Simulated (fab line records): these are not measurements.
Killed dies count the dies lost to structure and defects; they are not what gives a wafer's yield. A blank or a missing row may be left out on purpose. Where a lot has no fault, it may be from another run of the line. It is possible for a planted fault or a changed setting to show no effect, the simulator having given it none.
The tool behind it: which one? + flow sky130 + 72 wafers from 24 lots sampled at 6 of the route's 708 steps

## WHAT THE GAUGES READ, wafer by wafer
SKY_VT_ADJUST_LVTN_TW_MEAS_10.
| lot  | measured     | on            | VT_ADJUST_LVTN_TW |
|------|--------------|---------------|-------------------|
| L074 | day 6 18:38  | film_metro-03 | 242.9 241.8 240.6 |
| L075 | day 6 23:14  | film_metro-04 | 241.3 241.3 241.5 |
| L076 | day 7 04:35  | film_metro-02 | 245.2 247.7 246.6 |
| L077 | day 7 22:20  | film_metro-03 | 241.8 241.9 241.5 |
| L078 | day 8 01:26  | film_metro-02 | 245.2 245.9 246.0 |
| L079 | day 8 04:17  | film_metro-04 | 245.7 245.1 244.9 |
| L080 | day 8 07:32  | film_metro-04 | 245.5 245.7 245.1 |
| L081 | day 8 20:35  | film_metro-03 | 244.9 244.4 245.0 |
| L082 | day 9 00:05  | film_metro-04 | 247.4 247.4 246.8 |
| L083 | day 9 06:06  | film_metro-02 | 244.8 245.0 245.4 |
| L084 | day 9 19:20  | film_metro-03 | 243.9 243.4 243.7 |
| L085 | day 9 21:56  | film_metro-03 | 243.2 244.9 242.9 |
| L086 | day 9 22:17  | film_metro-02 | 246.5 245.1 246.1 |
| L087 | day 10 06:20 | film_metro-03 | 241.9 240.7 240.3 |
| L088 | day 10 10:17 | film_metro-04 | 248.1 247.8 247.7 |
| L089 | day 10 23:23 | film_metro-02 | 245.8 246.6 246.1 |
| L090 | day 11 05:15 | film_metro-04 | 245.7 246.0 244.8 |
| L091 | day 11 09:27 | film_metro-03 | 242.5 242.4 243.4 |
| L093 | day 12 13:04 | film_metro-04 | 244.1 246.9 247.0 |
| L092 | day 12 14:11 | film_metro-04 | 245.8 247.4 245.4 |
| L094 | day 12 16:25 | film_metro-02 | 247.4 246.2 247.1 |
| L095 | day 12 17:14 | film_metro-02 | 245.5 246.3 246.0 |
| L096 | day 13 02:50 | film_metro-04 | 248.1 248.0 247.9 |
| L097 | day 13 13:39 | film_metro-03 | 241.1 241.0 240.1 |

SKY_SONOS_ONO_CD_MEAS_13: target cd 410 nm.
| lot  | measured     | on        | cd_nm (nm)        |
|------|--------------|-----------|-------------------|
| L074 | day 12 05:45 | cd_sem-01 | 410.6 410.3 411.8 |
| L075 | day 12 13:04 | cd_sem-01 | 410.9 411.5 415.5 |
| L076 | day 12 21:59 | cd_sem-01 | 405.8 408.5 409.1 |
| L077 | day 13 19:42 | cd_sem-02 | 408.4 408.6 408.1 |
| L078 | day 14 03:05 | cd_sem-01 | 411.7 410.1 410.7 |
| L079 | day 14 03:19 | cd_sem-01 | 407.1 408.0 408.1 |
| L080 | day 14 16:44 | cd_sem-01 | 412.8 412.9 413.3 |
| L081 | day 15 05:53 | cd_sem-01 | 410.7 410.2 408.9 |
| L082 | day 15 05:54 | cd_sem-02 | 408.8 411.2 411.1 |
| L083 | day 15 14:29 | cd_sem-02 | 411.8 412.9 410.8 |
| L084 | day 16 07:28 | cd_sem-02 | 411.8 410.8 409.1 |
| L085 | day 16 10:09 | cd_sem-02 | 410.4 410.7 411.1 |
| L086 | day 16 10:23 | cd_sem-01 | 411.6 409.7 410.4 |
| L087 | day 16 22:26 | cd_sem-02 | 409.7 410.7 408.7 |
| L088 | day 17 01:28 | cd_sem-02 | 413.6 413.4 413.6 |
| L089 | day 17 18:27 | cd_sem-01 | 411.0 409.6 411.3 |
| L090 | day 18 04:16 | cd_sem-01 | 409.0 408.4 409.2 |
| L091 | day 18 05:41 | cd_sem-01 | 413.0 410.4 412.5 |
| L093 | day 19 14:52 | cd_sem-02 | 409.2 411.5 409.9 |
| L092 | day 19 18:32 | cd_sem-01 | 413.6 411.0 411.5 |
| L094 | day 19 22:15 | cd_sem-01 | 408.6 406.1 408.2 |
| L095 | day 19 23:32 | cd_sem-01 | 408.6 408.0 407.5 |
| L096 | day 20 11:25 | cd_sem-01 | 411.5 410.0 410.1 |
| L097 | day 20 23:28 | cd_sem-01 | 409.1 408.8 408.7 |

SKY_LDD_HVP_TW_MEAS_10.
| lot  | measured     | on            | LDD_HVP_TW        |
|------|--------------|---------------|-------------------|
| L074 | day 21 00:50 | film_metro-03 | 455.9 455.9 455.9 |
| L075 | day 21 07:23 | film_metro-03 | 457.6 458.7 457.0 |
| L076 | day 22 03:04 | film_metro-02 | 464.0 462.5 461.8 |
| L077 | day 22 22:17 | film_metro-02 | 462.4 466.0 463.1 |
| L078 | day 23 06:32 | film_metro-03 | 462.4 458.6 460.8 |
| L079 | day 23 10:13 | film_metro-03 | 463.9 462.0 460.8 |
| L080 | day 24 02:10 | film_metro-02 | 463.5 463.9 464.4 |
| L081 | day 24 11:14 | film_metro-03 | 463.7 465.3 463.8 |
| L082 | day 24 13:31 | film_metro-04 | 466.1 463.5 465.2 |
| L083 | day 24 22:51 | film_metro-02 | 461.3 463.2 461.1 |
| L084 | day 25 12:13 | film_metro-03 | 460.9 460.5 460.2 |
| L085 | day 25 18:26 | film_metro-03 | 460.9 461.3 460.0 |
| L086 | day 25 19:19 | film_metro-03 | 460.9 463.9 462.0 |
| L087 | day 26 07:10 | film_metro-03 | 460.3 463.8 459.3 |
| L088 | day 26 08:32 | film_metro-04 | 463.0 465.7 467.5 |
| L089 | day 26 23:11 | film_metro-03 | 459.2 464.5 460.1 |
| L090 | day 27 12:02 | film_metro-03 | 466.0 464.4 464.2 |
| L091 | day 27 13:11 | film_metro-04 | 465.7 464.0 465.2 |
| L093 | day 28 18:18 | film_metro-02 | 464.8 465.2 464.0 |
| L092 | day 28 23:14 | film_metro-04 | 466.2 463.8 466.9 |
| L094 | day 29 00:58 | film_metro-02 | 463.3 464.4 466.2 |
| L095 | day 29 01:52 | film_metro-04 | 466.7 464.1 468.4 |
| L096 | day 29 13:25 | film_metro-04 | 465.6 464.9 467.2 |
| L097 | day 30 03:43 | film_metro-04 | 468.6 466.5 465.4 |

SKY_LDD_LDN_OVL_MEAS_07.
| lot  | measured     | on         | LDD_LDN_OVL (nm) |
|------|--------------|------------|------------------|
| L074 | day 22 07:14 | overlay-02 | 0.6 -0.8 -0.5    |
| L075 | day 22 13:23 | overlay-02 | -1.9 -1.0 -1.5   |
| L076 | day 23 09:38 | overlay-01 | 0.8 0.8 0.1      |
| L077 | day 24 04:33 | overlay-02 | -0.2 -1.0 -0.8   |
| L078 | day 24 12:09 | overlay-02 | -0.4 0.1 0.1     |
| L079 | day 24 16:02 | overlay-01 | -0.3 -1.4 -1.0   |
| L080 | day 25 07:00 | overlay-02 | 0.6 -0.7 0.7     |
| L081 | day 25 16:38 | overlay-01 | -0.6 -1.1 -1.4   |
| L082 | day 25 19:05 | overlay-02 | -0.4 -0.9 -1.7   |
| L083 | day 26 04:21 | overlay-01 | 0.6 -0.8 -0.6    |
| L084 | day 26 16:32 | overlay-02 | -2.2 -1.2 -2.6   |
| L085 | day 26 22:44 | overlay-02 | 0.7 -0.7 0.5     |
| L086 | day 27 00:39 | overlay-02 | -3.1 -2.7 -0.5   |
| L087 | day 27 12:03 | overlay-01 | 0.8 2.9 0.3      |
| L088 | day 27 13:33 | overlay-02 | -0.6 -1.4 1.1    |
| L089 | day 28 03:38 | overlay-02 | -0.7 -1.7 -0.1   |
| L090 | day 28 16:39 | overlay-01 | 1.2 0.2 0.2      |
| L091 | day 28 17:58 | overlay-01 | 1.0 1.5 2.0      |
| L093 | day 29 22:04 | overlay-01 | -0.1 -0.1 -1.0   |
| L092 | day 30 02:45 | overlay-01 | -1.1 -1.2 -2.2   |
| L094 | day 30 04:08 | overlay-02 | 0.0 0.8 -0.2     |
| L095 | day 30 04:36 | overlay-02 | -0.3 -1.4 -1.0   |
| L096 | day 30 16:09 | overlay-01 | -0.3 0.7 -0.4    |
| L097 | day 31 04:19 | overlay-02 | -0.5 -0.2 1.2    |

## WHICH TOOL RAN EACH LOT (tool, then ch and the chambers of the sampled wafers, then the start)
| lot  | SKY_SONOS_ONO_ETCH_15              | SKY_SONOS_ONO_STRIP_17               |
|------|------------------------------------|--------------------------------------|
| L074 | rie_diel-01 ch 0,3, day 12 05:55   | plasma_asher-01 ch 1, day 12 06:01   |
| L075 | rie_diel-02 ch 0,1, day 12 13:11   | plasma_asher-01 ch 0,1, day 12 13:24 |
| L076 | rie_diel-02 ch 1,2, day 12 22:08   | plasma_asher-01 ch 1, day 12 22:15   |
| L077 | rie_diel-02 ch 0,2, day 13 19:50   | plasma_asher-04 ch 0,1, day 13 19:57 |
| L078 | rie_diel-01 ch 1,2,3, day 14 03:14 | plasma_asher-02 ch 0,1, day 14 03:35 |
| L079 | rie_diel-02 ch 1,2,3, day 14 03:29 | plasma_asher-04 ch 0,1, day 14 03:41 |
| L080 | rie_diel-02 ch 1,2,3, day 14 16:53 | plasma_asher-02 ch 0,1, day 14 17:00 |
| L081 | rie_diel-02 ch 1,3, day 15 06:02   | plasma_asher-01 ch 0,1, day 15 06:14 |
| L082 | rie_diel-04 ch 0,1,3, day 15 06:03 | plasma_asher-04 ch 0,1, day 15 06:10 |
| L083 | rie_diel-04 ch 0,3, day 15 14:35   | plasma_asher-04 ch 0,1, day 15 14:44 |
| L084 | rie_diel-04 ch 0,2,3, day 16 07:37 | plasma_asher-04 ch 0,1, day 16 07:44 |
| L085 | rie_diel-02 ch 0,1,2, day 16 10:17 | plasma_asher-04 ch 0,1, day 16 10:24 |
| L086 | rie_diel-04 ch 1,2, day 16 10:32   | plasma_asher-01 ch 1, day 16 10:39   |
| L087 | rie_diel-02 ch 1,2,3, day 16 22:35 | plasma_asher-02 ch 0,1, day 16 22:42 |
| L088 | rie_diel-01 ch 0,1,2, day 17 01:36 | plasma_asher-04 ch 0,1, day 17 01:43 |
| L089 | rie_diel-02 ch 1,2,3, day 17 18:35 | plasma_asher-02 ch 0,1, day 17 18:42 |
| L090 | rie_diel-02 ch 1,2,3, day 18 04:23 | plasma_asher-04 ch 0,1, day 18 04:32 |
| L091 | rie_diel-01 ch 1,2, day 18 05:48   | plasma_asher-04 ch 0,1, day 18 05:56 |
| L093 | rie_diel-04 ch 0,2,3, day 19 14:57 | plasma_asher-04 ch 0,1, day 19 15:05 |
| L092 | rie_diel-04 ch 0,2,3, day 19 18:40 | plasma_asher-02 ch 0,1, day 19 18:47 |
| L094 | rie_diel-02 ch 0,1,3, day 19 22:24 | plasma_asher-01 ch 0,1, day 19 22:31 |
| L095 | rie_diel-01 ch 1,3, day 19 23:41   | plasma_asher-04 ch 0,1, day 19 23:48 |
| L096 | rie_diel-01 ch 1,2,3, day 20 11:33 | plasma_asher-04 ch 0,1, day 20 11:40 |
| L097 | rie_diel-04 ch 1,2, day 20 23:34   | plasma_asher-04 ch 0,1, day 20 23:43 |
- SKY_SONOS_ONO_ETCH_15: etches the open film in CHF3/O2, target depth 19.52 nm, time 7.8 s.
- SKY_SONOS_ONO_STRIP_17: strips in O2/N2.

## WHAT THE TOOLS THEMSELVES READ (means of the sampled wafers that have a number; where no wafer has one, the mark that the record gives instead)
SKY_SONOS_ONO_ETCH_15.
| lot  | tool        | O2_flow_sccm (sccm) | drypump_motor_current_A (A) | oes_product_au (a.u.) | throttle_valve_pct (%) |
|------|-------------|---------------------|-----------------------------|-----------------------|------------------------|
| L074 | rie_diel-01 | 5.002               | 5.5                         | 0.996                 | 8.815                  |
| L075 | rie_diel-02 | 5.016               | 5.5                         | 1.000                 | 8.826                  |
| L076 | rie_diel-02 | 5.015               | 6.0                         | 1.008                 | 8.823                  |
| L077 | rie_diel-02 | 4.990               | 5.2                         | 0.997                 | 8.813                  |
| L078 | rie_diel-01 | 5.000               | 6.0                         | 1.005                 | 8.825                  |
| L079 | rie_diel-02 | 4.992               | 6.0                         | 1.006                 | 8.834                  |
| L080 | rie_diel-02 | 4.991               | 6.0                         | 1.005                 | 8.823                  |
| L081 | rie_diel-02 | 5.010               | 6.4                         | 0.999                 | 8.846                  |
| L082 | rie_diel-04 | 5.002               | 5.7                         | 0.994                 | 8.820                  |
| L083 | rie_diel-04 | 4.996               | 5.9                         | 1.005                 | 8.830                  |
| L084 | rie_diel-04 | 5.001               | 6.0                         | 0.995                 | 8.832                  |
| L085 | rie_diel-02 | 5.007               | 5.6                         | 0.994                 | 8.817                  |
| L086 | rie_diel-04 | 5.007               | 5.7                         | 0.999                 | 8.830                  |
| L087 | rie_diel-02 | 4.995               | 6.0                         | 1.001                 | 8.835                  |
| L088 | rie_diel-01 | 4.999               | 5.9                         | 0.992                 | 8.819                  |
| L089 | rie_diel-02 | 5.018               | 6.0                         | 1.004                 | 8.822                  |
| L090 | rie_diel-02 | 4.993               | 6.0                         | 1.001                 | 8.829                  |
| L091 | rie_diel-01 | 4.999               | 6.2                         | 0.995                 | 8.828                  |
| L093 | rie_diel-04 | 4.999               | 6.0                         | 0.998                 | 8.821                  |
| L092 | rie_diel-04 | 5.005               | 6.0                         | 1.007                 | 8.819                  |
| L094 | rie_diel-02 | 4.997               | 5.9                         | 0.994                 | 8.823                  |
| L095 | rie_diel-01 | 5.002               | 5.8                         | 0.999                 | 8.825                  |
| L096 | rie_diel-01 | 5.009               | 6.0                         | 1.004                 | 8.830                  |
| L097 | rie_diel-04 | 4.992               | 5.7                         | 0.996                 | 8.822                  |

SKY_SONOS_ONO_STRIP_17.
| lot  | tool            | drypump_motor_current_A (A) | oes_product_au (a.u.) | strip_time_to_endpoint_s (s) |
|------|-----------------|-----------------------------|-----------------------|------------------------------|
| L074 | plasma_asher-01 | 5.72                        | 0.711                 | 14.09                        |
| L075 | plasma_asher-01 | 5.83                        | 0.712                 | 14.06                        |
| L076 | plasma_asher-01 | 5.71                        | 0.712                 | 14.10                        |
| L077 | plasma_asher-04 | 5.95                        | 0.710                 | 14.07                        |
| L078 | plasma_asher-02 | 5.94                        | 0.709                 | 14.09                        |
| L079 | plasma_asher-04 | 6.10                        | 0.708                 | 14.09                        |
| L080 | plasma_asher-02 | 5.95                        | 0.709                 | 14.12                        |
| L081 | plasma_asher-01 | 5.95                        | 0.712                 | 14.06                        |
| L082 | plasma_asher-04 | 5.95                        | 0.707                 | 14.07                        |
| L083 | plasma_asher-04 | 6.12                        | 0.710                 | 14.11                        |
| L084 | plasma_asher-04 | 6.10                        | 0.705                 | 14.11                        |
| L085 | plasma_asher-04 | 5.97                        | 0.711                 | 14.13                        |
| L086 | plasma_asher-01 | 5.69                        | 0.709                 | 14.09                        |
| L087 | plasma_asher-02 | 5.83                        | 0.710                 | 14.18                        |
| L088 | plasma_asher-04 | 6.10                        | 0.713                 | 14.16                        |
| L089 | plasma_asher-02 | 5.96                        | 0.708                 | 14.15                        |
| L090 | plasma_asher-04 | 5.95                        | 0.710                 | 14.08                        |
| L091 | plasma_asher-04 | 5.96                        | 0.707                 | 14.11                        |
| L093 | plasma_asher-04 | 5.94                        | 0.707                 | 14.18                        |
| L092 | plasma_asher-02 | 5.82                        | 0.710                 | 14.12                        |
| L094 | plasma_asher-01 | 5.86                        | 0.714                 | 14.12                        |
| L095 | plasma_asher-04 | 5.94                        | 0.707                 | 14.08                        |
| L096 | plasma_asher-04 | 6.10                        | 0.705                 | 14.09                        |
| L097 | plasma_asher-04 | 6.11                        | 0.713                 | 14.12                        |

## THE ANSWER, worked out from the rows above alone
Rule: what is usual is taken from the lots themselves. The widest of any qualifying gaps counts: lots, ordered by their means at a reading, are off when they make up no more than a third of the lots, leave a main group of 4 or more, and stand apart from it by 3 or more times the standard deviation of that group's means. A main group is skipped when, at the precision printed for the reading in the tables above, its means are all equal. Also off: a lot with no number at a reading for which 4 or more lots have one. Any other lot the step has rows for is counted as sound. After the gauges, taken in route order, come the tools' own readings; for these a lot's mean is taken, as printed above. At the first step where some lot is off, the reading lying furthest off is the one used; lots without a number count as furthest.
No lot is off at any reading shown: from this, nothing can be told.

## WHAT WAS PUT IN BY THE SIMULATOR
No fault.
